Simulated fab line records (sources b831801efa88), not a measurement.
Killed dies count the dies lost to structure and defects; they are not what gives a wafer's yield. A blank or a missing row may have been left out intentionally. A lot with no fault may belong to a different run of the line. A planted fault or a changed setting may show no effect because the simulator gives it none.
Matching of chambers	flow sky130	4 sister chambers for SKY_LI_CONTACT_ETCH_15 on rie diel-04
The step etches PSG in C4F8/O2/Ar, stops on Si, target depth 600 nm. 22 wafers are shown with their chamber, then 11 later ones without.

## EACH WAFER AND ITS CHAMBER
wafer	chamber	oes product au (a.u.)
L075.1	1	0.826
L075.2	0	0.837
L075.3	3	0.835
L077.2	3	0.833
L077.3	2	0.843
L077.6	3	0.834
L078.3	3	0.839
L078.4	0	0.833
L078.5	0	0.846
L080.2	3	0.844
L080.4	2	0.839
L080.6	3	0.840
L081.1	3	0.843
L081.4	1	0.833
L081.5	3	0.830
L082.4	2	0.837
L082.5	1	0.836
L082.6	0	0.838
L084.1	3	0.839
L084.2	1	0.833
L084.3	0	0.836
L084.4	2	0.839

SIGNATURES (means of the wafers above)
reading	chamber 0	chamber 1	chamber 2	chamber 3	scatter within a chamber
oes product au	0.83800	0.83200	0.83950	0.83744	0.00438
Rule: a wafer's distance from a chamber is the root of the sum, over the readings, of the square of ((its reading less the chamber's mean) divided by the reading's scatter). The wafer belongs to the nearest chamber; if the next one is less than 2 further off, it can't be placed. The scatter: take each reading less its chamber's mean, square it, sum over the shown wafers, divide by the number of wafers less the number of chambers, and take the root.

## WAFERS MISSING THEIR CHAMBER
wafer	oes product au (a.u.)
L084.5	0.835
L084.6	0.835
L090.1	0.841
L090.5	0.839
L090.6	0.832
L095.1	0.836
L095.2	0.839
L095.3	0.840
L095.4	0.833
L095.5	0.841
L095.6	0.835

## EACH ONE'S CHAMBER
wafer	from the rows above	in truth
L084.5	can't be placed: 3 or 0 or 1 or 2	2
L084.6	can't be placed: 3 or 0 or 1 or 2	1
L090.1	can't be placed: 2 or 0 or 3 or 1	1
L090.5	can't be placed: 2 or 0 or 3 or 1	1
L090.6	can't be placed: 1 or 3 or 0 or 2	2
L095.1	can't be placed: 3 or 0 or 2 or 1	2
L095.2	can't be placed: 2 or 0 or 3 or 1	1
L095.3	can't be placed: 2 or 0 or 3 or 1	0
L095.4	can't be placed: 1 or 3 or 0 or 2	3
L095.5	can't be placed: 2 or 0 or 3 or 1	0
L095.6	can't be placed: 3 or 0 or 1 or 2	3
Placed correctly: 0 of 11. Can't be placed from these rows: 11 (the true chamber is among the candidates in 11). Number placed wrongly: 0.
